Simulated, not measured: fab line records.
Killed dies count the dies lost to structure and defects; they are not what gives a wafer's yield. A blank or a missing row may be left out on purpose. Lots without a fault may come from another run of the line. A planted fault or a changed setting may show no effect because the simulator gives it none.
fab line records	flow sky130
[record] lots = 7	wafers = 21	lastDay = 49
route steps=708 shown VIA4@648 PAD_OPEN@708
lots that met no fault: taken from a fault-free run of the same line
startH: start of the lot's first displayed wafer, in hours after the record's first day	waitH: how many hours have passed since the lot's step before this one	" same as the row above	L1.1+2: a single row standing in for several wafers	- either no value or no given start	* or withheld: withheld	< > ~ a bound
route shown NAME@n: a module of which the file shows steps, and the number in the route of the first	usual: mean and standard deviation over wafers with no fault	same: alike in all rows	chamber/n: place in a boat	sites: per-site readings	_std_site: the standard deviation of these	_edge_site: mean of outer sites minus mean of inner sites	radiusMm: for every site, how far away it sits from the centre of the wafer	mask NAME#n: copy n	behind: the most recent tool/chamber to have shaped the wafer	hold: what put the lot on hold/how long, in hours/how the hold closed	device: whichever transistor did not switch (one of n, p or np)	end of line: tests of these same wafers at the route's end	a step with no rows: only its recipe	killed: at the first sort, the dies lost to defects and structure; wafer yield is something else	map: the dies of a wafer, with x for killed, . for not killed, _ for no die there
set.NAME: the setting as run; set.NAME@STEP: as run at that earlier step	model.NAME: the simulator's own value behind a step, which no gauge read
lots seen at some steps along the route; tables by step, rows by wafer
services: from which hour (startH, from the record's first day; less than 0 if before it) a tool's chamber was out of use, for how many hours, and why
[[steps]]
[step SKY_VIA4_PEB_09]
[recipe] tempC = withheld	timeS = *	resist = NOVOLAK
[step SKY_VIA4_DEVELOP_10]
[recipe] resist = NOVOLAK	developer = TMAH	developTimeS = 60	devTempC = 23.76
[step SKY_VIA4_OVL_MEAS_11]
[usual] VIA4_OVL = -0.6/1.3
lot.wafer	tool	chamber	startH	waitH	VIA4_OVL[nm]
L155.2	overlay-02	-	1013.83	0.1	-2.2
L155.4	"	-	"	"	-3.1
L155.6	"	-	"	"	-1.0
L163.3	overlay-01	-	1072.97	0.1	0.7
L163.4	"	-	"	"	-0.6
L163.5	"	-	"	"	0.2
L164.2	overlay-01	-	1082.48	0.1	-0.8
L164.3	"	-	"	"	0.0
L164.4	"	-	"	"	-1.2
L165.1	overlay-02	-	1091.28	0.1	1.9
L165.3	"	-	"	"	0.8
L165.6	"	-	"	"	-0.4
L168.1	overlay-01	-	1111.76	0.1	0.1
L168.4	"	-	"	"	-0.5
L168.5	"	-	"	"	-1.0
L169.3	overlay-02	-	1113.23	0.1	0.0
L169.4	"	-	"	"	-1.0
L169.5	"	-	"	"	-1.9
L170.2	overlay-02	-	1116.33	0.1	0.2
L170.3	"	-	"	"	0.7
L170.6	"	-	"	"	0.3
[step SKY_VIA4_ETCH_12]
[recipe] target = SiO2	chemistry = C4F8/O2/Ar	stopOn = TiN	maskMaterial = NOVOLAK	sourceW = 1500	biasW = 1200	pressureMtorr = 40	c4f8FlowSccm = withheld	O2_flow_sccm = 6	Ar_flow_sccm = 300	timeS = withheld	targetDepthA = 5800
[usual] oesProductAu = 0.926/0.0045
lot.wafer	tool	chamber	startH	waitH	oesProductAu
L155.2	rieDiel-04	0	1013.86	0.0	0.926
L155.4	"	1	"	"	0.920
L155.6	"	2	"	"	0.919
L163.3	rieDiel-04	0	1072.99	0.0	0.931
L163.4	"	2	"	"	0.925
L163.5	"	0	"	"	0.926
L164.2	rieDiel-04	3	1082.51	0.0	0.932
L164.3	"	1	"	"	0.927
L164.4	"	2	"	"	0.931
L165.1	rieDiel-01	1	1091.31	0.0	0.923
L165.3	"	0	"	"	0.928
L165.6	"	1	"	"	0.922
L168.1	rieDiel-04	3	1111.80	0.0	0.925
L168.4	"	1	"	"	0.929
L168.5	"	1	"	"	0.926
L169.3	rieDiel-02	1	1113.25	0.0	0.925
L169.4	"	0	"	"	0.925
L169.5	"	0	"	"	0.923
L170.2	rieDiel-02	2	1116.36	0.0	0.928
L170.3	"	1	"	"	0.923
L170.6	"	3	"	"	0.922
[step SKY_VIA4_STRIP_13]
[recipe] chemistry = O2/N2	powerW = 1400	pressureMtorr = 1500	platenTempC = withheld	o2FlowSccm = 3000	n2FlowSccm = 300	overashFraction = 0.5
[usual] drypumpMotorCurrentA = 5.77/0.19	oesProductAu = 0.710/0.0042	stripTimeToEndpointS = 12.80/0.03
lot.wafer	tool	chamber	startH	waitH	drypumpMotorCurrentA	oesProductAu	rfHoursCounterH	stripTimeToEndpointS
L155.2	plasmaAsher-04	0	1013.94	-	5.63	0.702	29	12.81
L155.4	"	1	"	"	5.74	0.718	-	12.79
L155.6	"	1	"	"	5.75	0.718	-	12.77
L163.3	plasmaAsher-01	0	1073.10	-	6.00	0.710	-	12.78
L163.4	"	1	"	"	5.74	0.716	-	12.77
L163.5	"	0	"	"	5.99	0.704	-	12.84
L164.2	plasmaAsher-01	0	1082.59	-	5.98	0.711	2	12.82
L164.3	"	0	"	"	5.98	0.705	-	12.82
L164.4	"	1	"	"	5.71	0.708	-	12.82
L165.1	plasmaAsher-01	1	1091.39	-	5.71	0.708	2	12.94
L165.3	"	0	"	"	6.01	0.711	-	12.87
L165.6	"	0	"	"	5.99	0.708	-	12.85
L168.1	plasmaAsher-04	0	1111.87	-	5.63	0.712	38	12.79
L168.4	"	0	"	"	5.65	0.713	-	12.74
L168.5	"	0	"	"	5.65	0.713	-	12.75
L169.3	plasmaAsher-04	1	1113.36	-	5.67	0.714	-	12.79
L169.4	"	0	"	"	5.61	0.713	-	12.76
L169.5	"	1	"	"	5.68	0.709	-	12.84
L170.2	plasmaAsher-02	0	1116.44	-	6.09	0.706	68	12.83
L170.3	"	1	"	"	5.47	0.714	-	12.81
L170.6	"	0	"	"	6.08	0.711	-	12.79
[step SKY_VIA4_STRIP_14]
[recipe] chemistry = postEtchResidueRemover	timeS = 1200	tempC = 72.5
[step SKY_VIA4_CLEAN_15]
[recipe] chemistry = IPA	timeS = 180	tempC = 25
[step SKY_VIA4_CLEAN_16]
[recipe] chemistry = O3/DIW	dry = n2Spin
[step SKY_VIA4_SPUTTER_17]
[recipe] material = TiN	targetThkNm = 20	chamberPressurePa = 5	powerW = 4000	timeS = 80
[usual] throttleValvePct = 30.2/1.2
lot.wafer	tool	chamber	startH	waitH	throttleValvePct
L155.2	pvdSputter-03	-	1014.53	0.0	30.7
L155.4	"	-	"	"	31.8
L155.6	"	-	"	"	29.2
L163.3	pvdSputter-04	-	1073.69	0.0	31.0
L163.4	"	-	"	"	30.5
L163.5	"	-	"	"	31.1
L164.2	pvdSputter-03	-	1083.22	0.0	29.5
L164.3	"	-	"	"	29.1
L164.4	"	-	"	"	31.8
L165.1	pvdSputter-03	-	1091.98	0.0	30.7
L165.3	"	-	"	"	31.9
L165.6	"	-	"	"	30.9
L168.1	pvdSputter-03	-	1112.54	0.0	30.8
L168.4	"	-	"	"	29.1
L168.5	"	-	"	"	29.1
L169.3	pvdSputter-03	-	1113.92	0.0	29.3
L169.4	"	-	"	"	31.4
L169.5	"	-	"	"	31.5
L170.2	pvdSputter-03	-	1117.06	0.0	29.5
L170.3	"	-	"	"	29.1
L170.6	"	-	"	"	30.7
[step SKY_VIA4_CVD_18]
[recipe] material = W	targetThkNm = 505	timeS = 152.14	tempC = 400	pressureTorr = 40
[usual] heaterPowerW = 870/100
lot.wafer	tool	chamber	startH	waitH	heaterPowerW
L155.2	cvdW-02	0	1014.59	0.0	708
L155.4	"	0	"	"	699
L155.6	"	0	"	"	686
L163.3	cvdW-01	1	1073.80	0.1	980
L163.4	"	0	"	"	837
L163.5	"	0	"	"	823
L164.2	cvdW-02	1	1083.28	0.0	907
L164.3	"	0	"	"	694
L164.4	"	1	"	"	914
L165.1	cvdW-02	0	1092.04	0.0	705
L165.3	"	0	"	"	706
L165.6	"	1	"	"	921
L168.1	cvdW-01	1	1112.60	0.0	973
L168.4	"	1	"	"	969
L168.5	"	1	"	"	1001
L169.3	cvdW-02	0	1114.03	0.1	715
L169.4	"	1	"	"	902
L169.5	"	1	"	"	895
L170.2	cvdW-01	0	1117.12	0.0	837
L170.3	"	1	"	"	970
L170.6	"	1	"	"	998
[step SKY_VIA4_RS_MEAS_19]
[recipe] thkMeasGauge = four-point-probe	reads = W_of_VIA4_CVD_18+TiN_of_VIA4_SPUTTER_17
[usual] VIA4_W_RS = 0.2247/0.0019
lot.wafer	tool	chamber	startH	waitH	VIA4_W_RS[ohm/sq]
L155.2	filmMetro-04	-	1014.76	0.1	0.2247
L155.4	"	-	"	"	0.2268
L155.6	"	-	"	"	0.2268
L163.3	filmMetro-01	-	1073.94	0.1	0.2260
L163.4	"	-	"	"	0.2223
L163.5	"	-	"	"	0.2253
L164.2	filmMetro-03	-	1083.45	0.1	0.2193
L164.3	"	-	"	"	0.2232
L164.4	"	-	"	"	0.2218
L165.1	filmMetro-01	-	1092.19	0.1	0.2235
L165.3	"	-	"	"	0.2245
L165.6	"	-	"	"	0.2257
L168.1	filmMetro-01	-	1112.75	0.1	0.2261
L168.4	"	-	"	"	0.2255
L168.5	"	-	"	"	0.2244
L169.3	filmMetro-04	-	1114.17	0.1	0.2275
L169.4	"	-	"	"	0.2253
L169.5	"	-	"	"	0.2272
L170.2	filmMetro-04	-	1117.29	0.1	0.2226
L170.3	"	-	"	"	0.2220
L170.6	"	-	"	"	0.2264
[step SKY_VIA4_THK_MEAS_20]
[recipe] thkMeasGauge = xrf	reads = W_of_VIA4_CVD_18
[usual] VIA4_W_THK = 509/6.2
lot.wafer	tool	chamber	startH	waitH	VIA4_W_THK[nm]
L155.2	filmMetro-04	-	1014.87	0.1	511
L155.4	"	-	"	"	504
L155.6	"	-	"	"	505
L163.3	filmMetro-01	-	1074.04	0.1	514
L163.4	"	-	"	"	521
L163.5	"	-	"	"	514
L164.2	filmMetro-03	-	1083.56	0.1	518
L164.3	"	-	"	"	512
L164.4	"	-	"	"	509
L165.1	filmMetro-01	-	1092.31	0.1	520
L165.3	"	-	"	"	517
L165.6	"	-	"	"	514
L168.1	filmMetro-01	-	1112.87	0.1	515
L168.4	"	-	"	"	519
L168.5	"	-	"	"	517
L169.3	filmMetro-04	-	1114.27	0.1	501
L169.4	"	-	"	"	509
L169.5	"	-	"	"	505
L170.2	filmMetro-04	-	1117.40	0.1	511
L170.3	"	-	"	"	516
L170.6	"	-	"	"	503
[step SKY_VIA4_CMP_21]
[recipe] stopOn = SiO2	tOverpolishS = 25	downForcePsi = 3.5	platenRpm = 60	targetThkNm = 0	padVelocityMS = 0.94248
[usual] edgeZonePressureFrac = 1.000/0.0051	headPressurePsi = 3.500/0.0071	motorCurrentA = 11.6/1.1	overpolishRunS = 25.001/0.0094	timeToEndpointS = 125/4.8
lot.wafer	tool	chamber	startH	waitH	edgeZonePressureFrac	headPressurePsi	motorCurrentA	overpolishRunS	timeToEndpointS	model.W_of_VIA4_CVD_18.thkNm	model.SiO2_of_VIA4_HDPCVD_00.thkNm
L155.2	cmp-01	1	1014.92	0.0	0.992	3.495	11.4	25.015	124	0	574.2
L155.4	"	2	"	"	1.000	3.511	13.5	25.001	123	0	574.5
L155.6	"	1	"	"	0.996	3.501	10.6	25.001	122	0	573.5
L163.3	cmp-01	3	1074.08	0.0	-	-	-	-	-	506.8	582.2
L163.4	"	0	"	"	-	-	-	-	-	514.8	581.5
L163.5	"	0	"	"	-	-	-	-	-	507.5	582
L164.2	cmp-01	1	1083.61	0.0	-	-	-	-	-	520.3	580
L164.3	"	3	"	"	-	-	-	-	-	512.2	581.5
L164.4	"	0	"	"	-	-	-	-	-	514.5	579.4
L165.3	cmp-01	1	1092.45	0.1	-	-	-	-	-	510.4	578.5
L165.1	"	3	"	"	-	-	-	-	-	512.6	580
L165.6	"	0	"	"	-	-	-	-	-	508	579.7
L168.1	cmp-01	0	1112.93	0.1	0.993	3.495	10.0	24.990	128	0	574.9
L168.4	"	3	"	"	0.991	3.502	11.1	25.010	130	0	576.1
L168.5	"	0	"	"	0.997	3.477	9.6	24.995	127	0	573.8
L169.3	cmp-02	1	1114.43	0.2	1.003	3.499	12.2	24.999	122	0	571.7
L169.4	"	2	"	"	1.001	3.499	11.5	25.008	115	0	575.5
L169.5	"	2	"	"	1.005	3.499	11.7	25.005	112	0	575.4
L170.3	cmp-01	0	1117.55	0.1	0.998	3.508	10.3	25.000	127	0	573.2
L170.2	"	1	"	"	1.003	3.505	11.7	24.983	126	0	575.6
L170.6	"	2	"	"	0.997	3.504	13.0	25.011	122	0	574.5
[step SKY_PAD_OPEN_PROBE_99]
[usual] defectLimitedYield = 82.6/2	killed_at_M0_to_M3 = 43/7.1	killed_at_M4_up = 3.0/1.9	killedAtContacts = 24/5	killedAtFrontEnd = 15/4.3	killedAtOther = 0.3/0.5	killedDies = 85/9.6	killedOnRim = 17/4.3	killedOpen = 46/7.1	killedShort = 39/6.8	sort_bin_3_pad_short = 0.9/0.42	sort_bin_5_function = 10.2/1.4	sort_bin_6_memory = 6.3/1.2	sortNPass = 407/9.6	sortYieldPct = 82.6/2
[same] grossDies = 492	killedAtBackSide = 0	sort_bin_4_leakage[%] = 0	sort_bin_8_speed[%] = 0
lot.wafer	tool	chamber	startH	waitH	defectLimitedYield[%]	killed_at_M0_to_M3	killed_at_M4_up	killedAtContacts	killedAtFrontEnd	killedAtOther	killedDies	killedOnRim	killedOpen	killedShort	sort_bin_3_pad_short[%]	sort_bin_5_function[%]	sort_bin_6_memory[%]	sortNPass	sortYieldPct[%]
L163.3	prober-02	-	1137.57	0.2	0	39	408	31	14	0	492	96	57	39	80.9	12.6	6.5	0	0
L163.4	prober-02	-	1137.62	0.2	0	41	402	35	14	0	492	96	48	45	81.3	10.2	8.5	0	0
L163.5	prober-02	-	1137.67	0.2	0	42	404	28	18	0	492	96	47	44	83.1	10.6	6.3	0	0
L164.2	prober-01	-	1145.03	0.1	0	27	425	19	19	2	492	96	31	36	87.4	7.3	5.3	0	0
L164.3	prober-01	-	1145.08	0.2	0	49	402	25	16	0	492	96	49	44	82.1	10.8	7.1	0	0
L164.4	prober-01	-	1145.13	0.2	0	38	420	20	14	0	492	96	44	33	85.0	9.1	5.9	0	0
L165.1	prober-01	-	1152.93	0.1	0	44	397	28	22	1	492	96	50	48	81.1	11.2	7.7	0	0
L165.3	prober-01	-	1153.03	0.2	0	38	427	16	11	0	492	96	38	29	86.8	8.1	5.1	0	0
L165.6	prober-01	-	1153.18	0.2	0	43	408	25	16	0	492	96	46	41	83.3	10.4	6.3	0	0
L169.3	prober-02	-	1172.20	0.2	82.7	30	5	30	19	1	85	15	44	41	0	10.0	7.3	407	82.7
L169.4	prober-02	-	1172.25	0.2	80.9	47	2	28	17	0	94	14	50	44	1.6	11.0	6.5	398	80.9
L169.5	prober-02	-	1172.30	0.2	82.3	42	5	30	10	0	87	16	46	41	1.2	9.8	6.7	405	82.3
L170.2	prober-02	-	1173.90	0.1	83.1	43	4	20	15	1	83	17	37	46	1.2	9.6	6.1	409	83.1
L170.3	prober-02	-	1173.95	0.2	81.1	50	4	26	13	0	93	18	43	50	1.4	10.6	6.9	399	81.1
L170.6	prober-02	-	1174.10	0.2	81.9	39	5	31	14	0	89	15	48	41	1.2	9.1	7.7	403	81.9
// killed by level:class
L163.3 VIA4:areaCmp=396 CONTACT:geometricParticle:open=13 LI_CONTACT:geometricParticle:open=9 METAL1:geometricParticle:short=6 VIA1:geometricParticle:open=6 VIA3:geometricParticle:open=6 METAL4:geometricParticle:short=6 VIA1:geometricParticle:short=5
L163.4 VIA4:areaCmp=399 CONTACT:geometricParticle:open=13 LOCAL_INTERCONNECT:geometricParticle:short=7 VIA3:geometricParticle:open=7 VIA1:geometricParticle:short=6 FIELD_ISO:geometricParticle:open=6 LI_CONTACT:geometricParticle:open=6 VIA1:geometricParticle:open=6
L163.5 VIA4:areaCmp=401 CONTACT:geometricParticle:open=12 VIA1:geometricParticle:open=10 VIA1:geometricParticle:short=7 FIELD_ISO:geometricParticle:short=6 LI_CONTACT:geometricParticle:open=6 VIA3:geometricParticle:open=6 POLY_GATE:geometricParticle:short=5
L164.2 VIA4:areaCmp=425 VIA1:geometricParticle:short=9 FIELD_ISO:geometricParticle:open=7 CONTACT:geometricParticle:open=6 CONTACT:geometricParticle:short=6 FIELD_ISO:geometricParticle:short=4 METAL1:geometricParticle:short=4 VIA1:geometricParticle:open=4
L164.3 VIA4:areaCmp=399 VIA1:geometricParticle:open=15 CONTACT:geometricParticle:open=7 METAL2:geometricParticle:short=7 LOCAL_INTERCONNECT:geometricParticle:short=6 METAL1:geometricParticle:short=6 LI_CONTACT:geometricParticle:open=5 METAL3:geometricParticle:short=5
L164.4 VIA4:areaCmp=415 VIA1:geometricParticle:open=12 CONTACT:geometricParticle:open=7 METAL1:geometricParticle:short=6 FIELD_ISO:geometricParticle:short=5 LI_CONTACT:geometricParticle:open=5 POLY_GATE:geometricParticle:open=4 LOCAL_INTERCONNECT:geometricParticle:short=4
L165.1 VIA4:areaCmp=394 CONTACT:geometricParticle:open=12 FIELD_ISO:geometricParticle:short=8 VIA2:geometricParticle:open=7 VIA1:geometricParticle:open=7 LI_CONTACT:geometricParticle:open=7 VIA1:geometricParticle:short=7 VIA3:geometricParticle:short=7
L165.3 VIA4:areaCmp=425 VIA1:geometricParticle:open=8 LI_CONTACT:geometricParticle:open=5 CONTACT:geometricParticle:open=5 VIA1:geometricParticle:short=5 METAL2:geometricParticle:short=5 VIA2:geometricParticle:open=5 VIA3:geometricParticle:open=5
L165.6 VIA4:areaCmp=405 VIA3:geometricParticle:open=10 VIA1:geometricParticle:open=9 CONTACT:geometricParticle:open=7 LI_CONTACT:geometricParticle:open=7 CONTACT:geometricParticle:short=7 VIA1:geometricParticle:short=7 FIELD_ISO:geometricParticle:short=5
L169.3 CONTACT:geometricParticle:open=12 METAL2:geometricParticle:short=8 FIELD_ISO:geometricParticle:short=7 LI_CONTACT:geometricParticle:open=6 FIELD_ISO:geometricParticle:open=5 CONTACT:geometricParticle:short=5 VIA2:geometricParticle:open=5 VIA3:geometricParticle:open=5
L169.4 CONTACT:geometricParticle:open=10 CONTACT:geometricParticle:short=7 POLY_GATE:geometricParticle:open=7 VIA1:geometricParticle:open=7 LOCAL_INTERCONNECT:geometricParticle:short=6 VIA2:geometricParticle:open=6 VIA3:geometricParticle:open=6 METAL2:geometricParticle:short=5
L169.5 CONTACT:geometricParticle:open=14 LI_CONTACT:geometricParticle:open=8 VIA1:geometricParticle:open=7 METAL2:geometricParticle:short=7 METAL1:geometricParticle:short=6 METAL4:geometricParticle:short=5 VIA2:geometricParticle:open=5 VIA3:geometricParticle:short=5
L170.2 CONTACT:geometricParticle:open=10 METAL2:geometricParticle:short=7 VIA1:geometricParticle:short=6 VIA3:geometricParticle:short=5 METAL1:geometricParticle:short=5 VIA3:geometricParticle:open=5 VIA1:geometricParticle:open=4 LI_CONTACT:geometricParticle:open=4
L170.3 VIA3:geometricParticle:open=9 LOCAL_INTERCONNECT:geometricParticle:short=7 VIA1:geometricParticle:open=7 CONTACT:geometricParticle:open=6 VIA1:geometricParticle:short=6 METAL2:geometricParticle:short=5 VIA2:geometricParticle:open=5 METAL1:geometricParticle:short=5
L170.6 LI_CONTACT:geometricParticle:open=12 VIA1:geometricParticle:open=11 CONTACT:geometricParticle:open=8 VIA1:geometricParticle:short=8 CONTACT:geometricParticle:short=5 FIELD_ISO:geometricParticle:short=4 METAL3:geometricParticle:short=4 VIA3:geometricParticle:open=4
// map L163.3 (x killed, . not)
__________xxxxxxxxxx_________
________xxxxxxxxxxxxxx_______
______xxxxxxxxxxxxxxxxxx_____
_____xxxxxxxxxxxxxxxxxxxx____
____xxxxxxxxxxxxxxxxxxxxxx___
___xxxxxxxxxxxxxxxxxxxxxxxx__
__xxxxxxxxxxxxxxxxxxxxxxxxxx_
_xxxxxxxxxxxxxxxxxxxxxxxxxxxx
_xxxxxxxxxxxxxxxxxxxxxxxxxxxx
_xxxxxxxxxxxxxxxxxxxxxxxxxxxx
_xxxxxxxxxxxxxxxxxxxxxxxxxxxx
_xxxxxxxxxxxxxxxxxxxxxxxxxxxx
_xxxxxxxxxxxxxxxxxxxxxxxxxxxx
_xxxxxxxxxxxxxxxxxxxxxxxxxxxx
_xxxxxxxxxxxxxxxxxxxxxxxxxxxx
__xxxxxxxxxxxxxxxxxxxxxxxxxx_
___xxxxxxxxxxxxxxxxxxxxxxxx__
____xxxxxxxxxxxxxxxxxxxxxx___
_____xxxxxxxxxxxxxxxxxxxx____
______xxxxxxxxxxxxxxxxxx_____
________xxxxxxxxxxxxxx_______
__________xxxxxxxxxx_________
// map L164.2 (x killed, . not)
__________xxxxxxxxxx_________
________xxxxxxxxxxxxxx_______
______xxxxxxxxxxxxxxxxxx_____
_____xxxxxxxxxxxxxxxxxxxx____
____xxxxxxxxxxxxxxxxxxxxxx___
___xxxxxxxxxxxxxxxxxxxxxxxx__
__xxxxxxxxxxxxxxxxxxxxxxxxxx_
_xxxxxxxxxxxxxxxxxxxxxxxxxxxx
_xxxxxxxxxxxxxxxxxxxxxxxxxxxx
_xxxxxxxxxxxxxxxxxxxxxxxxxxxx
_xxxxxxxxxxxxxxxxxxxxxxxxxxxx
_xxxxxxxxxxxxxxxxxxxxxxxxxxxx
_xxxxxxxxxxxxxxxxxxxxxxxxxxxx
_xxxxxxxxxxxxxxxxxxxxxxxxxxxx
_xxxxxxxxxxxxxxxxxxxxxxxxxxxx
__xxxxxxxxxxxxxxxxxxxxxxxxxx_
___xxxxxxxxxxxxxxxxxxxxxxxx__
____xxxxxxxxxxxxxxxxxxxxxx___
_____xxxxxxxxxxxxxxxxxxxx____
______xxxxxxxxxxxxxxxxxx_____
________xxxxxxxxxxxxxx_______
__________xxxxxxxxxx_________
[[services]]
tool	chamber	startH	hours	kind
rieDiel-01	2	992.17	2.5	repair
rieDiel-01	-	1014.83	4.3	pm
cvdW-02	1	1027.36	10.2	repair
rieDiel-02	-	1035.33	1.6	repair
rieDiel-04	0	1038.97	2.7	repair
cmp-02	-	1047.81	0.7	repair
cvdW-01	-	1048.42	1.5	repair
plasmaAsher-01	-	1055.25	9.0	pm
plasmaAsher-01	0	1055.25	9.0	ventCycle
plasmaAsher-01	1	1055.25	9.0	ventCycle
plasmaAsher-01	0	1064.25	-	clean
plasmaAsher-01	1	1064.25	-	clean
rieDiel-02	-	1072.22	6.1	repair
rieDiel-01	2	1074.59	98.9	repair
pvdSputter-04	-	1083.81	2.2	repair
cmp-01	-	1084.43	4.0	pm
cmp-01	-	1088.43	-	consumableReplace:conditioner
cmp-01	-	1088.43	-	consumableReplace:pad
rieDiel-04	-	1093.69	0.4	repair
cvdW-02	0	1097.62	9.0	repair
plasmaAsher-04	-	1101.57	0.6	repair
pvdSputter-04	2	1106.77	-	consumableReplace:kit
pvdSputter-03	-	1109.78	2.4	repair
cvdW-02	-	1115.38	2.8	pm
[[key]]
[firstSign] step = SKY_VIA4_CMP_21	reading = toolRecord	direction = missing
[effect] step = SKY_PAD_OPEN_PROBE_99	reading = killed_at_M4_up	direction = up	sigmas = 99+	usual = 3.0	struck = 410.3
[modelEffect] step = SKY_VIA4_CMP_21	value = W_of_VIA4_CVD_18.thkNm	without = 0	struck = 511.9
[moreKillsBornAt] SKY_VIA4_CMP_21@cmp-01 = 3659
metAt SKY_VIA4_CMP_21
struckWafers L163.3,L163.4,L163.5,L164.2,L164.3,L164.4,L165.1,L165.3,L165.6
laterRowsLeftOut L163.3,L163.4,L163.5,L164.2,L164.3,L164.4,L165.1,L165.3,L165.6
onsetBetween 1014.92 1074.08
[fault] kind = skippedStepWhole	tool = cmp-01	chamber = -	onsetH = 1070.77	steps = SKY_VIA4_CMP_21	scope = struckLotsOnly
// laterRowsLeftOut: the simulator's readings of these wafers behind a module that went badly wrong aren't trusted and aren't shown, but for the sort
